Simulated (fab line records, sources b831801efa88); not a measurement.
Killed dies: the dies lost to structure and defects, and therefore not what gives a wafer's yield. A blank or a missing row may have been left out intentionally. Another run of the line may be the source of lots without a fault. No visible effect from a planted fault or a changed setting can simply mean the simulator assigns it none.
fab line records -- flow sky130
record: lots: 14, wafers: 42, lastDay: 50
route steps=708 shown VT_ADJUST_LVTN@115 LDD_HVN@275 LI_CONTACT@375 CONTACT@411
lots with no fault: from the same line, run without faults
startH: start of the lot's first displayed wafer, in hours after the record's first day -- waitH: hours elapsed since this lot's preceding step -- " same as the row above -- L1.1+2: a row that stands for several wafers -- - no value, or no start given -- * or withheld: withheld -- < > ~ a bound
route shown NAME@n: NAME is a module with steps in the file, n the number in the route of the first one -- usual: mean/standard deviation of fault-free wafers -- same: alike in all rows -- chamber/n: place in a boat -- sites: the reading at each site -- _std_site: the values' standard deviation -- _edge_site: the outer-site mean with the inner-site mean subtracted -- radiusMm: for every site, how far away it sits from the centre of the wafer -- mask NAME#n: copy n -- behind: the tool/chamber that last shaped the wafer -- hold: what put the lot on hold/how long, in hours/how the hold closed -- device: which transistor (n, p or np) failed to switch -- end of line: tests of these same wafers at the route's end -- where a step has no rows: the recipe by itself -- killed: dies that structure and defects cost at the first sort, which is not the same as the wafer's yield -- map: per-die view of a wafer (x killed, . not killed, _ where there is no die)
set.NAME: the run value of the setting; set.NAME@STEP: its run value at that earlier step -- model.NAME: the simulator's own value behind a step, which no gauge read
the route's steps for a sample of lots (tables are steps, rows are wafers)
services: a tool's chamber out of use, with start hour (startH, from the record's first day; less than 0 if before it), hours out, and reason
== steps ==
step: SKY_VT_ADJUST_LVTN_OVL_MEAS_18
usual: VT_ADJUST_LVTN_01_OVL: -0.3/1.3
lot.wafer,tool,chamber,startH,waitH,VT_ADJUST_LVTN_01_OVL[nm]
L711.1,overlay-01,-,160.74,0.1,-1.4
L711.4,overlay-01,-,160.74,0.1,-2.1
L711.5,overlay-01,-,160.74,0.1,-2.7
L712.2,overlay-02,-,169.44,0.1,1.5
L712.3,overlay-02,-,169.44,0.1,2.7
L712.5,overlay-02,-,169.44,0.1,1.0
L714.1,overlay-01,-,186.86,0.1,1.0
L714.3,overlay-01,-,186.86,0.1,-0.3
L714.5,overlay-01,-,186.86,0.1,-1.4
L715.2,overlay-01,-,189.09,0.1,-0.4
L715.5,overlay-01,-,189.09,0.1,1.3
L715.6,overlay-01,-,189.09,0.1,-0.1
L717.1,overlay-02,-,203.31,0.1,1.4
L717.2,overlay-02,-,203.31,0.1,0.2
L717.3,overlay-02,-,203.31,0.1,0.8
L720.3,overlay-02,-,220.60,0.1,-0.4
L720.5,overlay-02,-,220.60,0.1,0.0
L720.6,overlay-02,-,220.60,0.1,0.4
L721.3,overlay-01,-,233.08,0.1,0.1
L721.4,overlay-01,-,233.08,0.1,-1.7
L721.5,overlay-01,-,233.08,0.1,-0.1
L723.2,overlay-02,-,244.13,0.1,1.5
L723.4,overlay-02,-,244.13,0.1,0.6
L723.6,overlay-02,-,244.13,0.1,-0.2
L724.2,overlay-02,-,249.33,0.1,-1.4
L724.4,overlay-02,-,249.33,0.1,-0.6
L724.5,overlay-02,-,249.33,0.1,-0.4
L726.2,overlay-02,-,260.69,0.1,1.3
L726.5,overlay-02,-,260.69,0.1,1.3
L726.6,overlay-02,-,260.69,0.1,-2.0
L730.1,overlay-01,-,284.59,0.1,-1.1
L730.5,overlay-01,-,284.59,0.1,-2.9
L730.6,overlay-01,-,284.59,0.1,-2.0
L731.1,overlay-01,-,291.09,0.1,-0.7
L731.3,overlay-01,-,291.09,0.1,-1.2
L731.5,overlay-01,-,291.09,0.1,0.2
L732.1,overlay-01,-,296.72,0.1,-1.1
L732.4,overlay-01,-,296.72,0.1,-0.7
L732.5,overlay-01,-,296.72,0.1,0.1
L734.1,overlay-02,-,309.61,0.1,-0.4
L734.3,overlay-02,-,309.61,0.1,-1.4
L734.6,overlay-02,-,309.61,0.1,-1.0
step: SKY_LDD_HVN_IMPLANT_08
recipe: species: P, energyKev: 60, doseCm2: 3e+13, tiltDeg: 40
usual: beamEnergyKeV: 60.000/0.02, endStationPressureTorr: 5.13e-06/2.5e-07
lot.wafer,tool,chamber,startH,waitH,beamEnergyKeV,endStationPressureTorr
L711.1,implanter-02,0,461.66,0.0,59.999,5.09e-06
L711.4,implanter-02,0,461.66,0.0,60.030,5.59e-06
L711.5,implanter-02,0,461.66,0.0,60.008,4.92e-06
L712.2,implanter-02,0,476.69,0.0,59.944,4.76e-06
L712.3,implanter-02,0,476.69,0.0,59.958,5.57e-06
L712.5,implanter-02,0,476.69,0.0,59.967,4.89e-06
L714.1,implanter-03,0,501.66,0.0,60.007,5.15e-06
L714.3,implanter-03,0,501.66,0.0,59.975,4.82e-06
L714.5,implanter-03,0,501.66,0.0,59.996,5.09e-06
L715.2,implanter-02,0,502.59,0.0,60.008,5.49e-06
L715.5,implanter-02,0,502.59,0.0,59.986,5.22e-06
L715.6,implanter-02,0,502.59,0.0,59.977,4.66e-06
L717.1,implanter-02,0,518.02,0.0,60.007,4.91e-06
L717.2,implanter-02,0,518.02,0.0,60.014,5.07e-06
L717.3,implanter-02,0,518.02,0.0,60.004,5.14e-06
L720.3,implanter-03,0,543.15,0.1,60.010,5.62e-06
L720.5,implanter-03,0,543.15,0.1,60.012,5.24e-06
L720.6,implanter-03,0,543.15,0.1,60.016,5.44e-06
L721.3,implanter-02,0,566.17,0.1,59.984,5.17e-06
L721.4,implanter-02,0,566.17,0.1,59.966,5.12e-06
L721.5,implanter-02,0,566.17,0.1,59.988,5.02e-06
L723.2,implanter-01,0,572.17,0.0,60.021,5.57e-06
L723.4,implanter-01,0,572.17,0.0,60.004,4.41e-06
L723.6,implanter-01,0,572.17,0.0,59.997,4.96e-06
L724.2,implanter-03,0,583.14,0.0,57.371,4.94e-06
L724.4,implanter-03,0,583.14,0.0,57.371,4.93e-06
L724.5,implanter-03,0,583.14,0.0,57.399,5.42e-06
L726.2,implanter-03,0,594.09,0.0,57.399,5.42e-06
L726.5,implanter-03,0,594.09,0.0,57.415,5.24e-06
L726.6,implanter-03,0,594.09,0.0,57.372,5.36e-06
L730.1,implanter-02,0,620.20,0.0,60.018,5.29e-06
L730.5,implanter-02,0,620.20,0.0,60.034,5.35e-06
L730.6,implanter-02,0,620.20,0.0,59.985,4.88e-06
L731.1,implanter-02,0,626.56,0.0,60.015,5.32e-06
L731.3,implanter-02,0,626.56,0.0,59.972,5.22e-06
L731.5,implanter-02,0,626.56,0.0,60.003,4.92e-06
L732.1,implanter-02,0,638.85,0.0,59.998,5.21e-06
L732.4,implanter-02,0,638.85,0.0,60.009,5.13e-06
L732.5,implanter-02,0,638.85,0.0,60.002,5.25e-06
L734.1,implanter-02,0,649.27,0.0,60.019,4.83e-06
L734.3,implanter-02,0,649.27,0.0,59.998,5.65e-06
L734.6,implanter-02,0,649.27,0.0,60.022,5.12e-06
step: SKY_LI_CONTACT_OVL_MEAS_13
usual: LI_CONTACT_OVL: 3/5.1
lot.wafer,tool,chamber,startH,waitH,LI_CONTACT_OVL[nm]
L711.1,overlay-02,-,674.10,0.1,-1
L711.4,overlay-02,-,674.10,0.1,1
L711.5,overlay-02,-,674.10,0.1,-4
L712.2,overlay-02,-,687.05,0.1,2
L712.3,overlay-02,-,687.05,0.1,10
L712.5,overlay-02,-,687.05,0.1,0
L714.1,overlay-01,-,708.45,0.1,8
L714.3,overlay-01,-,708.45,0.1,9
L714.5,overlay-01,-,708.45,0.1,1
L715.2,overlay-02,-,710.65,0.1,5
L715.5,overlay-02,-,710.65,0.1,3
L715.6,overlay-02,-,710.65,0.1,4
L717.1,overlay-01,-,725.90,0.1,-2
L717.2,overlay-01,-,725.90,0.1,0
L717.3,overlay-01,-,725.90,0.1,-5
L720.3,overlay-02,-,747.60,0.1,7
L720.5,overlay-02,-,747.60,0.1,5
L720.6,overlay-02,-,747.60,0.1,6
L721.3,overlay-01,-,767.60,0.1,6
L721.4,overlay-01,-,767.60,0.1,14
L721.5,overlay-01,-,767.60,0.1,7
L723.2,overlay-02,-,774.70,0.1,-4
L723.4,overlay-02,-,774.70,0.1,1
L723.6,overlay-02,-,774.70,0.1,-1
L724.2,overlay-02,-,784.56,0.1,4
L724.4,overlay-02,-,784.56,0.1,3
L724.5,overlay-02,-,784.56,0.1,-2
L726.2,overlay-01,-,794.96,0.1,-1
L726.5,overlay-01,-,794.96,0.1,4
L726.6,overlay-01,-,794.96,0.1,7
L730.1,overlay-01,-,817.07,0.1,9
L730.5,overlay-01,-,817.07,0.1,4
L730.6,overlay-01,-,817.07,0.1,11
L731.1,overlay-01,-,823.16,0.1,19
L731.3,overlay-01,-,823.16,0.1,13
L731.5,overlay-01,-,823.16,0.1,14
L732.1,overlay-01,-,832.46,0.1,6
L732.4,overlay-01,-,832.46,0.1,7
L732.5,overlay-01,-,832.46,0.1,6
L734.1,overlay-01,-,844.90,0.1,-4
L734.3,overlay-01,-,844.90,0.1,-6
L734.6,overlay-01,-,844.90,0.1,3
step: SKY_CONTACT_BOW_MEAS_05
recipe: mode: bow
usual: CONTACT_BOW: 82/7
lot.wafer,tool,chamber,startH,waitH,CONTACT_BOW[um]
L711.1,filmMetro-02,-,704.79,0.2,79
L711.4,filmMetro-02,-,704.79,0.2,80
L711.5,filmMetro-02,-,704.79,0.2,85
L712.2,filmMetro-02,-,718.41,0.3,87
L712.3,filmMetro-02,-,718.41,0.3,95
L712.5,filmMetro-02,-,718.41,0.3,78
L714.1,filmMetro-03,-,739.03,0.2,86
L714.3,filmMetro-03,-,739.03,0.2,78
L714.5,filmMetro-03,-,739.03,0.2,100
L715.2,filmMetro-02,-,741.62,0.3,79
L715.5,filmMetro-02,-,741.62,0.3,91
L715.6,filmMetro-02,-,741.62,0.3,80
L717.1,filmMetro-03,-,755.79,0.1,82
L717.2,filmMetro-03,-,755.79,0.1,81
L717.3,filmMetro-03,-,755.79,0.1,92
L720.3,filmMetro-02,-,777.19,0.1,93
L720.5,filmMetro-02,-,777.19,0.1,76
L720.6,filmMetro-02,-,777.19,0.1,86
L721.3,filmMetro-03,-,796.75,0.2,85
L721.4,filmMetro-03,-,796.75,0.2,92
L721.5,filmMetro-03,-,796.75,0.2,92
L723.2,filmMetro-01,-,803.64,0.2,78
L723.4,filmMetro-01,-,803.64,0.2,94
L723.6,filmMetro-01,-,803.64,0.2,84
L724.2,filmMetro-03,-,813.41,0.3,88
L724.4,filmMetro-03,-,813.41,0.3,78
L724.5,filmMetro-03,-,813.41,0.3,83
L726.2,filmMetro-01,-,824.12,0.1,71
L726.5,filmMetro-01,-,824.12,0.1,84
L726.6,filmMetro-01,-,824.12,0.1,85
L730.1,filmMetro-01,-,845.22,0.1,82
L730.5,filmMetro-01,-,845.22,0.1,86
L730.6,filmMetro-01,-,845.22,0.1,83
L731.1,filmMetro-02,-,851.82,0.2,82
L731.3,filmMetro-02,-,851.82,0.2,85
L731.5,filmMetro-02,-,851.82,0.2,80
L732.1,filmMetro-01,-,860.49,0.1,90
L732.4,filmMetro-01,-,860.49,0.1,78
L732.5,filmMetro-01,-,860.49,0.1,76
L734.1,filmMetro-03,-,873.38,0.1,75
L734.3,filmMetro-03,-,873.38,0.1,78
L734.6,filmMetro-03,-,873.38,0.1,89
== services ==
tool,chamber,startH,hours,kind
implanter-01,-,439.32,3.5,repair
implanter-01,-,439.95,1.0,repair
implanter-01,-,492.46,4.3,pm
implanter-02,-,519.79,8.5,repair
implanter-03,-,572.58,1.5,repair
implanter-03,-,611.46,3.7,pm
== key ==
firstSign: step: SKY_LDD_HVN_IMPLANT_08, reading: beamEnergyKeV, direction: down, sigmas: 99+, usual: *, struck: *
effect none on later readings
metAt SKY_LDD_HVN_IMPLANT_08
struckLots L724,L726
testerLeftOut L724,L726
notActingAt SKY_VT_ADJUST_LVTN_OVL_MEAS_18,SKY_LI_CONTACT_OVL_MEAS_13,SKY_CONTACT_BOW_MEAS_05
onsetBetween 543.15 583.14
fault: kind: processParameterDrift, tool: implanter-03, chamber: -, onsetH: 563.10, steps: SKY_LDD_HVN_IMPLANT_08, channel: energyKev, offset: *, shape: step, endH: 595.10, actsIn: *, stated: *
testerLeftOut: of these lots the tester's yield and bins aren't shown, on N5 and GAA mostly nor the transistor test; their killed dies are dies lost to structure and defects alone, not to doping, threshold or leakage, so they don't give the yield
